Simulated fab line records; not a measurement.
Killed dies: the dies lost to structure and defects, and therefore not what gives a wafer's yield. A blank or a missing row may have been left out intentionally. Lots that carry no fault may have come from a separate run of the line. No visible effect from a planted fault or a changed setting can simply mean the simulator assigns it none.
Chamber matching | flow gf180mcu | GF_V1_CMP_04 on cmp-02: 4 sister chambers
The step polishes SiO2. 14 wafers are shown with their chamber, then 6 later ones without.

WAFERS, EACH WITH ITS CHAMBER
wafer  | chamber | motor-current-A (A) | time-to-endpoint-s (s)
L803.2 | 1       | 10.4                | 72
L803.3 | 2       | 11.6                | 78
L803.5 | 2       | 11.8                | 79
L807.2 | 0       | 12.3                | 69
L807.3 | 3       | 13.6                | 69
L807.4 | 2       | 11.4                | 72
L812.5 | 0       | 11.8                | 76
L812.6 | 3       | 13.3                | 77
L822.2 | 0       | 11.8                | 78
L822.3 | 1       | 10.7                | 77
L822.4 | 2       | 11.7                | 85
L823.2 | 2       | 11.5                | 80
L823.3 | 3       | 13.5                | 80
L823.6 | 3       | 13.6                | 84

SIGNATURES (means of the wafers above)
reading            | chamber 0 | chamber 1 | chamber 2 | chamber 3 | scatter within a chamber
motor-current-A    | 11.967    | 10.550    | 11.600    | 13.500    | 0.193
time-to-endpoint-s | 74.33     | 74.50     | 78.80     | 77.50     | 5.15
Rule: distance of a wafer from a chamber = root of the sum over the readings of ((wafer's reading minus chamber's mean) / reading's scatter) squared. If the next closest chamber is less than 2 further off than the closest, the wafer can't be placed; otherwise it belongs to the closest. How the scatter is found: for the shown wafers, subtract from each reading the mean of its chamber, square and add these, divide the total by (wafers less chambers), then take the root.

WAFERS MISSING THEIR CHAMBER
wafer  | motor-current-A (A) | time-to-endpoint-s (s)
L824.1 | 11.0                | 79
L824.5 | 11.7                | 83
L824.6 | 10.6                | 81
L825.1 | 11.4                | 80
L825.4 | 10.7                | 88
L825.5 | 10.6                | 78

WHICH CHAMBER EACH WENT THROUGH
wafer  | from the rows above     | in truth
L824.1 | can't be placed: 1 or 2 | 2
L824.5 | can't be placed: 2 or 0 | 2
L824.6 | 1                       | 1
L825.1 | 2                       | 2
L825.4 | 1                       | 1
L825.5 | 1                       | 1
Correct placement for 4 of the 6. Can't be placed from these rows: 2 (the true chamber is among the candidates in 2). Wrongly placed: 0.
